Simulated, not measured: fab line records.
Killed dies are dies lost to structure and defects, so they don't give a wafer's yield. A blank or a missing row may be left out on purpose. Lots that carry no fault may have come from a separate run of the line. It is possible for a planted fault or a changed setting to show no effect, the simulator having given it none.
fab line records ; flow sky130
[record] lots = 6; wafers = 18; last-day = 50
route steps=708 shown VT_ADJUST_LVTN@109 VT_ADJUST_NCORE@119 PAD_OPEN@708
lots with no fault: from the same line, run without faults
start-h: the number of hours between the record's first day and the start of the first shown wafer of the lot ; wait-h: hours elapsed since this lot's preceding step ; " the same as in the row above ; L1.1+2: a row that stands for several wafers ; - either no value or no given start ; * or withheld: withheld ; < > ~ a bound
route shown NAME@n: NAME is a module with steps in the file, n the number in the route of the first one ; usual: mean/standard deviation of fault-free wafers ; same: alike in all rows ; chamber/n: place in a boat ; sites: per-site readings ; _std_site: standard deviation of those values ; _edge_site: outer sites' mean less inner sites' ; radius-mm: for every site, how far away it sits from the centre of the wafer ; mask NAME#n: copy n ; behind: the last tool/chamber to shape the wafer ; hold: why the lot went on hold/how many hours it stayed there/how the hold came to an end ; device: which transistor (n, p or np) failed to switch ; end of line: the tests these same wafers got at the end of their route ; a step with no rows: only its recipe ; killed: dies lost to structure and defects at the first sort, not the wafer's yield ; map: a wafer's dies, marking killed ones x, the rest . and places with no die _
set.NAME: the setting as run; set.NAME@STEP: as run at that earlier step ; model.NAME: the simulator's own value behind a step, which no gauge read
lots at selected steps of the route; one table per step, one row per wafer
services: from which hour (start-h, from the record's first day; less than 0 if before it) a tool's chamber was out of use, for how many hours, and why
[[steps]]
[step SKY_VT_ADJUST_LVTN_HMDS_12]
[recipe] prime-time-s = 60; prime-temp-c = 120
[step SKY_VT_ADJUST_LVTN_COAT_13]
[recipe] resist = NOVOLAK; spin-rpm = 3000; resist-thk-nm = 1140
[step SKY_VT_ADJUST_LVTN_SOFTBAKE_14]
[recipe] temp-c = 90; time-s = 60; resist = NOVOLAK
[step SKY_VT_ADJUST_LVTN_EXPOSE_15]
[recipe] mask-id = HVN_STD_DERIVED; na = 0.6; source-shape = conventional; sigma-outer = 0.6; polarization = unpolarized; target-cd-nm = 600; dose-mj = 163
[step SKY_VT_ADJUST_LVTN_PEB_16]
[recipe] temp-c = withheld; time-s = *; resist = NOVOLAK
[step SKY_VT_ADJUST_LVTN_DEVELOP_17]
[recipe] resist = NOVOLAK; developer = TMAH; develop-time-s = 60; dev-temp-c = 23
[step SKY_VT_ADJUST_LVTN_OVL_MEAS_18]
[usual] VT_ADJUST_LVTN_01_OVL = 0.4/1.6
lot.wafer;tool;chamber;start-h;wait-h;VT_ADJUST_LVTN_01_OVL[nm]
L255.1;overlay-02;-;182.14;0.1;0.2
L255.2;overlay-02;-;182.14;0.1;0.4
L255.3;overlay-02;-;182.14;0.1;2.6
L261.4;overlay-01;-;223.50;0.1;2.5
L261.5;overlay-01;-;223.50;0.1;0.7
L261.6;overlay-01;-;223.50;0.1;3.4
L266.1;overlay-02;-;281.19;0.1;1.2
L266.4;overlay-02;-;281.19;0.1;0.4
L266.5;overlay-02;-;281.19;0.1;2.5
L265.2;overlay-02;-;284.51;0.1;3.5
L265.4;overlay-02;-;284.51;0.1;1.7
L265.5;overlay-02;-;284.51;0.1;2.3
L272.3;overlay-01;-;303.50;0.1;1.5
L272.4;overlay-01;-;303.50;0.1;-0.6
L272.6;overlay-01;-;303.50;0.1;-1.0
L273.2;overlay-01;-;314.56;0.1;-2.1
L273.3;overlay-01;-;314.56;0.1;-3.5
L273.4;overlay-01;-;314.56;0.1;-0.3
[step SKY_VT_ADJUST_LVTN_IMPLANT_19]
[recipe] species = B; energy-kev = 30; dose-cm2 = 6.5e+11; tilt-deg = withheld
[step SKY_VT_ADJUST_LVTN_STRIP_20]
[recipe] chemistry = O2/N2; power-w = 1400; pressure-mtorr = 1500; platen-temp-c = withheld; o2-flow-sccm = 3000; n2-flow-sccm = 300; overash-fraction = 0.5
[usual] drypump-motor-current-A = 6.1/0.52; oes-product-au = 0.715/0.0043; strip-time-to-endpoint-s = 14.20/0.034
lot.wafer;tool;chamber;start-h;wait-h;drypump-motor-current-A;oes-product-au;rf-hours-counter-h;strip-time-to-endpoint-s
L255.1;plasma-asher-04;1;182.32;0.1;6.8;0.714;51;14.19
L255.2;plasma-asher-04;0;182.32;0.1;5.2;0.719;51;14.22
L255.3;plasma-asher-04;0;182.32;0.1;5.2;0.709;-;14.22
L261.4;plasma-asher-01;0;223.71;0.1;6.3;0.718;-;14.19
L261.5;plasma-asher-01;0;223.71;0.1;6.3;0.712;-;14.19
L261.6;plasma-asher-01;1;223.71;0.1;6.4;0.716;-;14.24
L266.1;plasma-asher-03;1;281.37;0.1;6.3;0.710;62;14.24
L266.4;plasma-asher-03;1;281.37;0.1;6.4;0.716;-;14.22
L266.5;plasma-asher-03;0;281.37;0.1;5.7;0.710;-;14.22
L265.2;plasma-asher-03;1;284.69;0.1;6.4;0.714;62;14.18
L265.4;plasma-asher-03;1;284.69;0.1;6.3;0.717;-;14.21
L265.5;plasma-asher-03;0;284.69;0.1;5.6;0.723;-;14.18
L272.3;plasma-asher-01;1;303.70;0.1;6.4;0.714;-;14.29
L272.4;plasma-asher-01;0;303.70;0.1;6.3;0.711;-;14.23
L272.6;plasma-asher-01;0;303.70;0.1;6.3;0.711;-;14.26
L273.2;plasma-asher-01;0;314.74;0.1;6.3;0.706;20;14.23
L273.3;plasma-asher-01;0;314.74;0.1;6.3;0.712;-;14.19
L273.4;plasma-asher-01;1;314.74;0.1;6.4;0.713;-;14.19
[step SKY_VT_ADJUST_LVTN_TW_MEAS_21]
[usual] VT_ADJUST_LVTN_2_TW = 187.5/1.3
lot.wafer;tool;chamber;start-h;wait-h;VT_ADJUST_LVTN_2_TW
L255.1;film-metro-03;-;182.42;0.1;184.9
L255.2;film-metro-03;-;182.42;0.1;185.1
L255.3;film-metro-03;-;182.42;0.1;186.2
L261.4;film-metro-02;-;223.80;0.1;188.8
L261.5;film-metro-02;-;223.80;0.1;188.0
L261.6;film-metro-02;-;223.80;0.1;189.8
L266.1;film-metro-03;-;281.47;0.1;186.6
L266.4;film-metro-03;-;281.47;0.1;185.3
L266.5;film-metro-03;-;281.47;0.1;185.0
L265.2;film-metro-02;-;284.80;0.1;188.3
L265.4;film-metro-02;-;284.80;0.1;187.3
L265.5;film-metro-02;-;284.80;0.1;187.6
L272.3;film-metro-02;-;303.79;0.1;188.2
L272.4;film-metro-02;-;303.79;0.1;187.2
L272.6;film-metro-02;-;303.79;0.1;187.0
L273.2;film-metro-01;-;314.85;0.1;188.9
L273.3;film-metro-01;-;314.85;0.1;188.7
L273.4;film-metro-01;-;314.85;0.1;188.2
[step SKY_VT_ADJUST_NCORE_DEHYDRATE_00]
[recipe] temp-c = 200; time-s = 60
[step SKY_VT_ADJUST_NCORE_HMDS_01]
[recipe] prime-time-s = 60; prime-temp-c = 120
[step SKY_VT_ADJUST_NCORE_COAT_02]
[recipe] resist = NOVOLAK; spin-rpm = 3000; resist-thk-nm = 1140
lot.wafer;tool;chamber;start-h;wait-h;model.NOVOLAK_of_VT_ADJUST_NCORE_COAT_02.thk-nm
L255.1;litho-track-03;0;193.34;0.1;1137
L255.2;litho-track-03;0;193.34;0.1;1142
L255.3;litho-track-03;0;193.34;0.1;1138
L261.4;litho-track-04;0;234.11;0.1;1140
L261.5;litho-track-04;0;234.11;0.1;1143
L261.6;litho-track-04;0;234.11;0.1;1139
L266.1+5;litho-track-03;0;293.89;0.1;1183
L266.4;litho-track-03;0;293.89;0.1;1181
L265.2;litho-track-03;0;297.31;0.1;1182
L265.4;litho-track-03;0;297.31;0.1;1180
L265.5;litho-track-03;0;297.31;0.1;1178
L272.3+4;litho-track-04;0;316.14;0.1;1144
L272.6;litho-track-04;0;316.14;0.1;1145
L273.2;litho-track-01;0;326.48;0.1;1142
L273.3;litho-track-01;0;326.48;0.1;1138
L273.4;litho-track-01;0;326.48;0.1;1140
[step SKY_VT_ADJUST_NCORE_SOFTBAKE_03]
[recipe] temp-c = 90; time-s = 60; resist = NOVOLAK
[step SKY_VT_ADJUST_NCORE_EXPOSE_04]
[recipe] mask-id = LVTN_COMPLEMENT_THIN; na = 0.6; source-shape = conventional; sigma-outer = 0.6; polarization = unpolarized; target-cd-nm = 380; dose-mj = 139
[step SKY_VT_ADJUST_NCORE_PEB_05]
[recipe] temp-c = withheld; time-s = *; resist = NOVOLAK
[step SKY_VT_ADJUST_NCORE_DEVELOP_06]
[recipe] resist = NOVOLAK; developer = TMAH; develop-time-s = 60; dev-temp-c = 23
lot.wafer;tool;chamber;start-h;wait-h;model.NOVOLAK_of_VT_ADJUST_NCORE_COAT_02.thk-nm
L255.1;litho-track-04;0;203.69;0.1;1137
L255.2;litho-track-04;0;203.69;0.1;1142
L255.3;litho-track-04;0;203.69;0.1;1138
L261.4;litho-track-01;0;245.93;0.1;1139
L261.5;litho-track-01;0;245.93;0.1;1142
L261.6;litho-track-01;0;245.93;0.1;1138
L266.1+5;litho-track-04;0;306.39;0.1;1182
L266.4;litho-track-04;0;306.39;0.1;1180
L265.2;litho-track-04;0;310.11;0.1;1181
L265.4;litho-track-04;0;310.11;0.1;1180
L265.5;litho-track-04;0;310.11;0.1;1177
L272.3+6;litho-track-01;0;328.25;0.1;1144
L272.4;litho-track-01;0;328.25;0.1;1143
L273.2;litho-track-03;0;339.51;0.1;1141
L273.3;litho-track-03;0;339.51;0.1;1138
L273.4;litho-track-03;0;339.51;0.1;1139
[step SKY_VT_ADJUST_NCORE_CD_MEAS_07]
[recipe] target-cd-nm = 380
[usual] cd-nm = 380/3.5
lot.wafer;tool;chamber;start-h;wait-h;cd-nm
L255.1;cd-sem-01;-;203.84;0.1;381
L255.2;cd-sem-01;-;203.84;0.1;381
L255.3;cd-sem-01;-;203.84;0.1;382
L261.4;cd-sem-01;-;246.06;0.1;387
L261.5;cd-sem-01;-;246.06;0.1;383
L261.6;cd-sem-01;-;246.06;0.1;383
L266.1;cd-sem-02;-;306.54;0.1;375
L266.4;cd-sem-02;-;306.54;0.1;375
L266.5;cd-sem-02;-;306.54;0.1;374
L265.2;cd-sem-02;-;310.26;0.1;376
L265.4;cd-sem-02;-;310.26;0.1;377
L265.5;cd-sem-02;-;310.26;0.1;376
L272.3;cd-sem-02;-;328.39;0.1;379
L272.4;cd-sem-02;-;328.39;0.1;380
L272.6;cd-sem-02;-;328.39;0.1;379
L273.2;cd-sem-02;-;339.66;0.1;379
L273.3;cd-sem-02;-;339.66;0.1;378
L273.4;cd-sem-02;-;339.66;0.1;379
[step SKY_VT_ADJUST_NCORE_OVL_MEAS_08]
[usual] VT_ADJUST_NCORE_OVL = -0.4/1.3
lot.wafer;tool;chamber;start-h;wait-h;VT_ADJUST_NCORE_OVL[nm]
L255.1;overlay-02;-;203.96;0.1;1.5
L255.2;overlay-02;-;203.96;0.1;2.3
L255.3;overlay-02;-;203.96;0.1;-0.1
L261.4;overlay-01;-;246.14;0.1;1.5
L261.5;overlay-01;-;246.14;0.1;2.1
L261.6;overlay-01;-;246.14;0.1;1.8
L266.1;overlay-02;-;306.66;0.1;0.6
L266.4;overlay-02;-;306.66;0.1;-1.1
L266.5;overlay-02;-;306.66;0.1;-0.7
L265.2;overlay-02;-;310.37;0.1;2.2
L265.4;overlay-02;-;310.37;0.1;-0.2
L265.5;overlay-02;-;310.37;0.1;0.5
L272.3;overlay-01;-;328.48;0.1;-0.9
L272.4;overlay-01;-;328.48;0.1;-2.1
L272.6;overlay-01;-;328.48;0.1;-1.4
L273.2;overlay-02;-;339.76;0.1;-0.6
L273.3;overlay-02;-;339.76;0.1;0.4
L273.4;overlay-02;-;339.76;0.1;1.3
[step SKY_VT_ADJUST_NCORE_IMPLANT_09]
[recipe] species = B; energy-kev = 10; dose-cm2 = 2.4e+12; tilt-deg = withheld
[step SKY_VT_ADJUST_NCORE_STRIP_10]
[recipe] chemistry = O2/N2; power-w = 1400; pressure-mtorr = 1500; platen-temp-c = withheld; o2-flow-sccm = 3000; n2-flow-sccm = 300; overash-fraction = 0.5
[usual] drypump-motor-current-A = 6.0/0.49; oes-product-au = 0.716/0.0042; strip-time-to-endpoint-s = 14.21/0.035
lot.wafer;tool;chamber;start-h;wait-h;drypump-motor-current-A;oes-product-au;rf-hours-counter-h;strip-time-to-endpoint-s
L255.1;plasma-asher-03;0;204.15;0.1;5.7;0.714;53;14.15
L255.2;plasma-asher-03;1;204.15;0.1;6.3;0.716;53;14.21
L255.3;plasma-asher-03;1;204.15;0.1;6.4;0.715;-;14.16
L261.4;plasma-asher-02;0;246.34;0.1;5.9;0.719;-;14.17
L261.5;plasma-asher-02;0;246.34;0.1;5.8;0.708;-;14.22
L261.6;plasma-asher-02;1;246.34;0.1;6.2;0.716;-;14.16
L266.1;plasma-asher-04;1;306.85;0.1;6.7;0.718;59;14.63
L266.4;plasma-asher-04;0;306.85;0.1;5.2;0.714;-;14.63
L266.5;plasma-asher-04;1;306.85;0.1;6.8;0.719;-;14.64
L265.2;plasma-asher-04;0;310.55;0.1;5.2;0.710;59;14.65
L265.4;plasma-asher-04;0;310.55;0.1;5.2;0.717;-;14.62
L265.5;plasma-asher-04;0;310.55;0.1;5.2;0.720;-;14.59
L272.3;plasma-asher-02;0;328.69;0.1;5.8;0.723;-;14.22
L272.4;plasma-asher-02;1;328.69;0.1;6.2;0.718;-;14.24
L272.6;plasma-asher-02;0;328.69;0.1;5.8;0.711;-;14.25
L273.2;plasma-asher-03;1;339.94;0.1;6.4;0.722;67;14.22
L273.3;plasma-asher-03;0;339.94;0.1;5.6;0.723;-;14.15
L273.4;plasma-asher-03;1;339.94;0.1;6.4;0.712;-;14.17
[step SKY_VT_ADJUST_NCORE_TW_MEAS_11]
[usual] VT_ADJUST_NCORE_TW = 220.3/3
lot.wafer;tool;chamber;start-h;wait-h;VT_ADJUST_NCORE_TW
L255.1;film-metro-02;-;204.25;0.1;220.3
L255.2;film-metro-02;-;204.25;0.1;221.4
L255.3;film-metro-02;-;204.25;0.1;220.8
L261.4;film-metro-02;-;246.44;0.1;219.5
L261.5;film-metro-02;-;246.44;0.1;218.9
L261.6;film-metro-02;-;246.44;0.1;218.7
L266.1;film-metro-04;-;306.95;0.1;225.7
L266.4;film-metro-04;-;306.95;0.1;225.4
L266.5;film-metro-04;-;306.95;0.1;225.2
L265.2;film-metro-02;-;310.66;0.1;218.9
L265.4;film-metro-02;-;310.66;0.1;219.1
L265.5;film-metro-02;-;310.66;0.1;218.5
L272.3;film-metro-04;-;328.78;0.1;223.4
L272.4;film-metro-04;-;328.78;0.1;223.9
L272.6;film-metro-04;-;328.78;0.1;224.8
L273.2;film-metro-03;-;340.05;0.1;218.8
L273.3;film-metro-03;-;340.05;0.1;218.6
L273.4;film-metro-03;-;340.05;0.1;218.5
[step SKY_PAD_OPEN_PROBE_99]
[usual] killed_at_M0_to_M3 = 43/7.3; killed_at_M4_up = 3.4/1.7; killed-at-contacts = 24/4.5; killed-at-front-end = 16/4.4; killed-at-other = 0.2/0.51; killed-dies = 86/9.7; killed-open = 46/6.6; killed-short = 39/7.1
[same] gross-dies = 492; killed-at-back-side = 0
lot.wafer;tool;chamber;start-h;wait-h;killed_at_M0_to_M3;killed_at_M4_up;killed-at-contacts;killed-at-front-end;killed-at-other;killed-dies;killed-open;killed-short
L255.1;prober-01;-;1095.07;0.1;41;1;22;18;1;83;57;25
L255.2;prober-01;-;1095.12;0.1;43;4;21;12;0;80;47;33
L255.3;prober-01;-;1095.17;0.2;40;2;24;20;1;87;40;46
L261.4;prober-01;-;1130.06;0.2;32;4;22;12;1;71;46;24
L261.5;prober-01;-;1130.11;0.2;49;3;28;14;1;95;47;47
L261.6;prober-01;-;1130.16;0.2;42;2;26;18;0;88;56;32
L265.2;prober-01;-;1179.01;0.1;45;3;23;21;0;92;51;38
L265.4;prober-01;-;1179.11;0.2;49;3;27;17;0;96;55;40
L265.5;prober-01;-;1179.16;0.2;49;4;30;18;0;101;63;38
L266.1;prober-01;-;1181.96;0.1;33;3;15;13;0;64;35;29
L266.4;prober-01;-;1182.11;0.2;39;5;23;17;0;84;61;22
L266.5;prober-01;-;1182.16;0.2;44;3;23;6;0;76;41;35
L273.2;prober-01;-;1197.62;0.1;42;6;13;15;0;76;43;33
L273.3;prober-01;-;1197.67;0.2;42;7;23;12;1;85;41;44
L273.4;prober-01;-;1197.72;0.2;36;4;24;7;0;71;32;39
// killed by level:class
L255.1 VIA1:geometric-particle:open=12 VIA3:geometric-particle:open=12 CONTACT:geometric-particle:open=11 FIELD_ISO:geometric-particle:open=6 METAL2:geometric-particle:short=5 VIA2:geometric-particle:open=5 LI_CONTACT:geometric-particle:open=4 CONTACT:geometric-particle:short=4
L255.2 VIA1:geometric-particle:open=12 LI_CONTACT:geometric-particle:open=8 VIA3:geometric-particle:open=8 CONTACT:geometric-particle:short=6 METAL2:geometric-particle:short=5 VIA2:geometric-particle:open=5 POLY_GATE:geometric-particle:short=4 SPACER:geometric-particle:open=4
L255.3 VIA3:geometric-particle:open=10 CONTACT:geometric-particle:open=7 POLY_GATE:geometric-particle:short=6 METAL1:geometric-particle:short=6 VIA1:geometric-particle:open=6 FIELD_ISO:geometric-particle:short=5 FIELD_ISO:geometric-particle:open=5 LI_CONTACT:geometric-particle:open=5
L261.4 CONTACT:geometric-particle:open=11 VIA1:geometric-particle:open=11 VIA3:geometric-particle:open=7 LI_CONTACT:geometric-particle:open=5 METAL4:geometric-particle:short=4 FIELD_ISO:geometric-particle:open=3 FIELD_ISO:geometric-particle:short=3 POLY_GATE:geometric-particle:open=3
L261.5 VIA1:geometric-particle:open=8 CONTACT:geometric-particle:open=8 METAL2:geometric-particle:short=8 LI_CONTACT:geometric-particle:open=7 VIA2:geometric-particle:open=7 CONTACT:geometric-particle:short=6 VIA3:geometric-particle:short=6 METAL1:geometric-particle:short=5
L261.6 CONTACT:geometric-particle:open=14 VIA1:geometric-particle:open=13 FIELD_ISO:geometric-particle:short=7 VIA2:geometric-particle:open=6 POLY_GATE:geometric-particle:open=4 SPACER:geometric-particle:open=4 LI_CONTACT:geometric-particle:open=4 LOCAL_INTERCONNECT:geometric-particle:short=4
L265.2 VIA1:geometric-particle:open=13 CONTACT:geometric-particle:open=11 METAL2:geometric-particle:short=8 VIA1:geometric-particle:short=7 FIELD_ISO:geometric-particle:open=6 VIA2:geometric-particle:open=5 LOCAL_INTERCONNECT:geometric-particle:short=4 VIA3:geometric-particle:open=4
L265.4 VIA1:geometric-particle:open=11 CONTACT:geometric-particle:open=9 FIELD_ISO:geometric-particle:open=7 METAL2:geometric-particle:short=6 LI_CONTACT:geometric-particle:open=6 VIA2:geometric-particle:short=6 VIA2:geometric-particle:open=6 VIA3:geometric-particle:open=6
L265.5 VIA1:geometric-particle:open=17 CONTACT:geometric-particle:open=11 CONTACT:geometric-particle:short=8 VIA1:geometric-particle:short=7 FIELD_ISO:geometric-particle:open=6 POLY_GATE:geometric-particle:open=6 LI_CONTACT:geometric-particle:open=6 VIA3:geometric-particle:short=6
L266.1 VIA1:geometric-particle:open=11 CONTACT:geometric-particle:open=6 METAL1:geometric-particle:short=5 POLY_GATE:geometric-particle:open=4 METAL2:geometric-particle:short=4 FIELD_ISO:geometric-particle:open=3 LOCAL_INTERCONNECT:geometric-particle:open=3 POLY_GATE:geometric-particle:short=3
L266.4 VIA1:geometric-particle:open=11 LI_CONTACT:geometric-particle:open=10 CONTACT:geometric-particle:open=9 VIA2:geometric-particle:open=8 VIA3:geometric-particle:open=7 METAL4:geometric-particle:open=5 SPACER:geometric-particle:open=4 VIA2:geometric-particle:short=4
L266.5 VIA1:geometric-particle:open=9 VIA2:geometric-particle:open=9 CONTACT:geometric-particle:open=8 VIA1:geometric-particle:short=6 LI_CONTACT:geometric-particle:open=5 LOCAL_INTERCONNECT:geometric-particle:short=5 METAL2:geometric-particle:short=4 VIA2:geometric-particle:short=4
L273.2 POLY_GATE:geometric-particle:open=8 METAL1:geometric-particle:short=8 VIA3:geometric-particle:open=8 VIA1:geometric-particle:open=7 METAL2:geometric-particle:short=6 CONTACT:geometric-particle:open=4 CONTACT:geometric-particle:short=4 FIELD_ISO:geometric-particle:open=3
L273.3 METAL2:geometric-particle:short=12 VIA1:geometric-particle:open=11 LI_CONTACT:geometric-particle:open=8 METAL4:geometric-particle:short=7 CONTACT:geometric-particle:short=5 VIA2:geometric-particle:open=5 VIA3:geometric-particle:open=5 LI_CONTACT:geometric-particle:short=4
L273.4 VIA1:geometric-particle:open=7 LOCAL_INTERCONNECT:geometric-particle:short=7 METAL2:geometric-particle:short=7 CONTACT:geometric-particle:open=6 POLY_GATE:geometric-particle:short=5 VIA1:geometric-particle:short=5 VIA2:geometric-particle:open=5 LI_CONTACT:geometric-particle:short=4
[[services]]
tool;chamber;start-h;hours;kind
plasma-asher-02;-;164.29;3.3;repair
plasma-asher-04;-;196.80;0.9;repair
litho-track-04;-;214.08;-;consumable-replace:filter
plasma-asher-04;-;242.77;28.1;pm
plasma-asher-04;-;270.87;15.6;pm
plasma-asher-02;-;271.41;2.8;pm
plasma-asher-03;-;274.26;3.3;repair
plasma-asher-03;-;321.76;4.3;pm
plasma-asher-04;-;331.65;25.1;repair
[[key]]
[first-sign] step = SKY_VT_ADJUST_NCORE_STRIP_10; reading = strip-time-to-endpoint-s; direction = up; sigmas = 12; usual = *; struck = *
effect none on later readings
[model-effect] step = SKY_VT_ADJUST_NCORE_COAT_02; value = NOVOLAK_of_VT_ADJUST_NCORE_COAT_02.thk-nm; without = 1143; struck = 1181
[model-effect] step = SKY_VT_ADJUST_NCORE_DEVELOP_06; value = NOVOLAK_of_VT_ADJUST_NCORE_COAT_02.thk-nm; without = 1143; struck = 1181
met-at SKY_VT_ADJUST_NCORE_COAT_02
struck-wafers L265.2,L265.4,L265.5,L266.1,L266.4,L266.5
tester-left-out L265,L266
onset-between 193.34 293.89
also-fits SKY_VT_ADJUST_LVTN_STRIP_20:plasma-asher-03,SKY_VT_ADJUST_NCORE_DEVELOP_06:litho-track-04,SKY_VT_ADJUST_NCORE_STRIP_10:plasma-asher-04
[fault] kind = process-parameter-drift; tool = litho-track-03; chamber = -; onset-h = 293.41; steps = SKY_VT_ADJUST_NCORE_COAT_02; channel = resist-thk-nm; offset = 37.939; shape = step; end-h = 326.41; acts-in = these-recipes-only; stated = 1140
// tester-left-out: of these lots the tester's yield and bins aren't shown, on N5 and GAA mostly nor the transistor test; their killed dies are dies lost to structure and defects alone, not to doping, threshold or leakage, so they don't give the yield
